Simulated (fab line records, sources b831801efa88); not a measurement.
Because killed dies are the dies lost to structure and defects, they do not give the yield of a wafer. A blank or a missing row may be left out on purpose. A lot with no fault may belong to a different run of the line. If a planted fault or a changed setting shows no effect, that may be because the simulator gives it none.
The tool behind it: which one? | flow sfq_line | 13 lots with 39 wafers sampled at 6 steps, on a route of 325 steps

WHAT EACH GAUGE READ, for each wafer
SFQ_I0_OVL_MEAS_908. Usual: for I0_OVL the level is -3 nm and the standard deviation is 5.6.
lot  | measured     | on         | I0_OVL (nm) | flag
L981 | day 15 18:34 | overlay-02 | -8 -8 -7    |
L985 | day 18 15:13 | overlay-02 | -10 -7 -5   |
L986 | day 19 02:28 | overlay-01 | 3 0 -3      |
L989 | day 19 21:47 | overlay-01 | 8 13 4      |
L990 | day 20 14:35 | overlay-02 | -2 -2 -4    |
L991 | day 20 19:23 | overlay-01 | -13 -16 -15 |
L993 | day 21 12:18 | overlay-01 | 1 -3 -1     |
L997 | day 23 02:49 | overlay-02 | -7 -8 -16   |
L998 | day 23 08:57 | overlay-01 | -6 -4 -6    |
L100 | day 25 11:29 | overlay-01 | -6 -6 -4    |
L101 | day 26 12:35 | overlay-01 | -5 2 -3     |
L102 | day 27 03:14 | overlay-01 | 5 1 0       |
L103 | day 27 09:14 | overlay-01 | -7 -11 -4   |

SFQ_M8_OVL_MEAS_948. Usual: for M8_OVL the level is -1 nm and the standard deviation is 5.6.
lot  | measured     | on         | M8_OVL (nm) | flag
L981 | day 77 01:17 | overlay-02 | 12 15 12    |
L985 | day 77 12:05 | overlay-02 | 1 0 -1      |
L986 | day 80 05:26 | overlay-01 | 5 8 4       |
L989 | day 81 13:35 | overlay-01 | -10 -1 -9   |
L990 | day 81 19:41 | overlay-01 | 13 8 4      |
L991 | day 81 22:06 | overlay-01 | 0 3 -4      |
L993 | day 84 17:30 | overlay-01 | -4 -10 -8   |
L997 | day 85 11:11 | overlay-01 | -5 0 -4     |
L998 | day 85 17:11 | overlay-01 | 3 -10 -4    |
L100 | day 86 00:23 | overlay-01 | -7 2 -4     |
L101 | day 86 02:47 | overlay-01 | -6 -13 -8   |
L102 | day 86 03:59 | overlay-02 | -7 -8 -7    |
L103 | day 86 09:59 | overlay-02 | 8 1 0       |

TOOL THAT RAN EACH LOT (tool first, then ch and the chambers of the sampled wafers, then the start)
lot  | SFQ_TRILAYER_I1_CMP_CMP_046   | SFQ_TRILAYER_I1_METRO_MEASURE_047 | SFQ_TRILAYER_I1_VIA_ETCH_VIA_ETCH_052 | SFQ_TRILAYER_I5_STRIP_STRIP_148
L981 | cmp-02 ch 0,1,2, day 21 19:22 | film_metro-04, day 21 22:29       | rie_diel-02 ch 0,1,3, day 27 20:06    | rie_metal-04 ch 0,1, day 63 07:48
L985 | cmp-01 ch 1,2,3, day 25 00:00 | film_metro-04, day 25 03:07       | rie_diel-02 ch 0,2,3, day 28 00:54    | rie_metal-02 ch 0,1, day 63 21:00
L986 | cmp-01 ch 0,1,3, day 25 11:20 | film_metro-01, day 25 14:28       | rie_diel-04 ch 0,2,3, day 28 02:06    | rie_metal-02 ch 0,1, day 64 04:12
L989 | cmp-01 ch 0,2,3, day 26 14:16 | film_metro-01, day 26 17:23       | rie_diel-01 ch 0,1,3, day 28 05:42    | rie_metal-02 ch 0,1, day 65 02:39
L990 | cmp-02 ch 0,2,3, day 27 09:15 | film_metro-01, day 27 11:52       | rie_diel-02 ch 0,2,3, day 28 06:54    | rie_metal-02 ch 0,1, day 65 20:47
L991 | cmp-02 ch 0,2,3, day 27 17:45 | film_metro-04, day 27 21:04       | rie_diel-04 ch 0,1,3, day 33 19:59    | rie_metal-02 ch 0,1, day 66 05:11
L993 | cmp-02 ch 0,1,2, day 28 02:58 | film_metro-04, day 28 06:17       | rie_diel-04 ch 0,1,2, day 34 16:31    | rie_metal-02 ch 0,1, day 66 08:47
L997 | cmp-01 ch 2,3, day 29 19:22   | film_metro-03, day 29 22:41       | rie_diel-04 ch 0,3, day 36 03:42      | rie_metal-04 ch 0,1, day 66 21:59
L998 | cmp-01 ch 2,3, day 30 01:22   | film_metro-01, day 30 04:41       | rie_diel-01 ch 0,1, day 36 08:30      | rie_metal-01 ch 0,1, day 67 02:34
L100 | cmp-01 ch 1,2,3, day 31 23:38 | film_metro-01, day 32 03:10       | rie_diel-01 ch 1,2, day 37 19:26      | rie_metal-01 ch 0,1, day 67 10:20
L101 | cmp-02 ch 0,1,2, day 33 09:07 | film_metro-01, day 33 12:14       | rie_diel-01 ch 0,1,2, day 39 00:26    | rie_metal-04 ch 0,1, day 67 16:08
L102 | cmp-02 ch 0,1,2, day 33 15:37 | film_metro-01, day 33 18:14       | rie_diel-04 ch 0,1,3, day 39 05:14    | rie_metal-01 ch 0,1, day 67 20:56
L103 | cmp-01 ch 1,3, day 33 23:04   | film_metro-04, day 34 01:53       | rie_diel-04 ch 2,3, day 39 16:02      | rie_metal-01 ch 0,1, day 68 00:32
- SFQ_TRILAYER_I1_CMP_CMP_046: polishes SiO2.
- SFQ_TRILAYER_I1_METRO_MEASURE_047
- SFQ_TRILAYER_I1_VIA_ETCH_VIA_ETCH_052: etches SiO2 in CHF3, stops on Nb, target depth 260 nm.
- SFQ_TRILAYER_I5_STRIP_STRIP_148: strips in O2.

AS READ BY THE TOOLS THEMSELVES (means over the sampled wafers that have a number; for cases with no such wafer, the mark the record gives instead)
SFQ_TRILAYER_I1_CMP_CMP_046. Usual: motor_current_A 10.0 A, standard deviation 0.61; platen_rpm 60.00 rpm, standard deviation 0.041; slurry_filter_dp_kPa 13.53 kPa, standard deviation 0.13; slurry_flow_ml_min 150.1, standard deviation 0.46; time_to_endpoint_s 212 s, standard deviation 7.8.
lot  | tool   | motor_current_A (A) | platen_rpm (rpm) | slurry_filter_dp_kPa (kPa) | slurry_flow_ml_min | time_to_endpoint_s (s) | flag
L981 | cmp-02 | 10.3                | 59.98            | 13.65                      | 150.2              | 212                    |
L985 | cmp-01 | 9.8                 | 60.01            | 13.52                      | 150.2              | 208                    |
L986 | cmp-01 | 9.9                 | 60.02            | 13.69                      | 150.1              | 220                    |
L989 | cmp-01 | 10.3                | 60.03            | 13.45                      | 150.0              | 192                    |
L990 | cmp-02 | 10.0                | 60.01            | 13.54                      | 150.2              | 209                    |
L991 | cmp-02 | 10.1                | 59.98            | 13.54                      | 150.2              | 213                    |
L993 | cmp-02 | 9.9                 | 60.00            | 13.42                      | 149.8              | 211                    |
L997 | cmp-01 | 9.7                 | 59.99            | 13.54                      | 150.1              | 214                    |
L998 | cmp-01 | 9.9                 | 59.98            | 13.41                      | 149.6              | 205                    |
L100 | cmp-01 | 9.9                 | 60.00            | 13.53                      | 149.7              | 216                    |
L101 | cmp-02 | 10.1                | 59.99            | 13.50                      | 150.2              | 210                    |
L102 | cmp-02 | 9.9                 | 59.96            | 13.54                      | 150.1              | 210                    |
L103 | cmp-01 | 9.8                 | 60.00            | 13.50                      | 150.1              | 214                    |

SFQ_TRILAYER_I1_METRO_MEASURE_047. Usual: thk_nm 199.9 nm, standard deviation 1.2.
lot  | tool          | thk_nm (nm) | flag
L981 | film_metro-04 | 200.3       |
L985 | film_metro-04 | 199.9       |
L986 | film_metro-01 | 201.5       |
L989 | film_metro-01 | 215.5       | OFF
L990 | film_metro-01 | 199.9       |
L991 | film_metro-04 | 199.7       |
L993 | film_metro-04 | 199.8       |
L997 | film_metro-03 | 199.5       |
L998 | film_metro-01 | 199.2       |
L100 | film_metro-01 | 200.8       |
L101 | film_metro-01 | 198.7       |
L102 | film_metro-01 | 200.0       |
L103 | film_metro-04 | 201.9       |

SFQ_TRILAYER_I1_VIA_ETCH_VIA_ETCH_052. Usual: drypump_motor_current_A 5.56 A, standard deviation 0.24; oes_product_au 0.854 a.u., standard deviation 0.0052.
lot  | tool        | drypump_motor_current_A (A) | oes_product_au (a.u.) | flag
L981 | rie_diel-02 | 5.68                        | 0.855                 |
L985 | rie_diel-02 | 5.60                        | 0.857                 |
L986 | rie_diel-04 | 5.49                        | 0.856                 |
L989 | rie_diel-01 | 5.43                        | 0.891                 | OFF
L990 | rie_diel-02 | 5.58                        | 0.851                 |
L991 | rie_diel-04 | 5.71                        | 0.851                 |
L993 | rie_diel-04 | 5.66                        | 0.853                 |
L997 | rie_diel-04 | 5.67                        | 0.855                 |
L998 | rie_diel-01 | 5.41                        | 0.849                 |
L100 | rie_diel-01 | 5.51                        | 0.854                 |
L101 | rie_diel-01 | 5.35                        | 0.850                 |
L102 | rie_diel-04 | 5.72                        | 0.857                 |
L103 | rie_diel-04 | 5.30                        | 0.859                 |

SFQ_TRILAYER_I5_STRIP_STRIP_148. Usual: drypump_motor_current_A 5.6 A, standard deviation 0.32; oes_product_au 0.999 a.u., standard deviation 0.014.
lot  | tool         | drypump_motor_current_A (A) | oes_product_au (a.u.) | flag
L981 | rie_metal-04 | 5.6                         | 0.984                 |
L985 | rie_metal-02 | 5.9                         | 1.009                 |
L986 | rie_metal-02 | 5.7                         | 1.003                 |
L989 | rie_metal-02 | 5.9                         | 1.005                 |
L990 | rie_metal-02 | 5.7                         | 1.002                 |
L991 | rie_metal-02 | 5.9                         | 1.009                 |
L993 | rie_metal-02 | 5.7                         | 1.010                 |
L997 | rie_metal-04 | 5.6                         | 0.988                 |
L998 | rie_metal-01 | 5.4                         | 0.995                 |
L100 | rie_metal-01 | 5.5                         | 1.008                 |
L101 | rie_metal-04 | 5.6                         | 1.000                 |
L102 | rie_metal-01 | 5.5                         | 1.011                 |
L103 | rie_metal-01 | 5.5                         | 1.001                 |

THE ANSWER, worked out from the rows above alone
Rule: take the mean of a lot's wafers that have a number; if it is more than 3 standard deviations from the usual mean, the lot is off. A lot without any number at a reading at which 4 lots or more have one is off too. The other lots that the step has rows for count as sound. First the gauges in route order, then the tools' own readings, where a lot's mean is used as printed above. The first step at which some lot is off is used, and at that step the reading that is off furthest; a lot without a number counts as furthest.
Off: L989 (SFQ_TRILAYER_I1_METRO_MEASURE_047, thk_nm).
If a tool, at that step or one of the process steps before it, ran each lot that is off and ran no sound lot following the first of them, it fits. None of those tried fits.

WHAT THE SIMULATOR HAD PUT IN
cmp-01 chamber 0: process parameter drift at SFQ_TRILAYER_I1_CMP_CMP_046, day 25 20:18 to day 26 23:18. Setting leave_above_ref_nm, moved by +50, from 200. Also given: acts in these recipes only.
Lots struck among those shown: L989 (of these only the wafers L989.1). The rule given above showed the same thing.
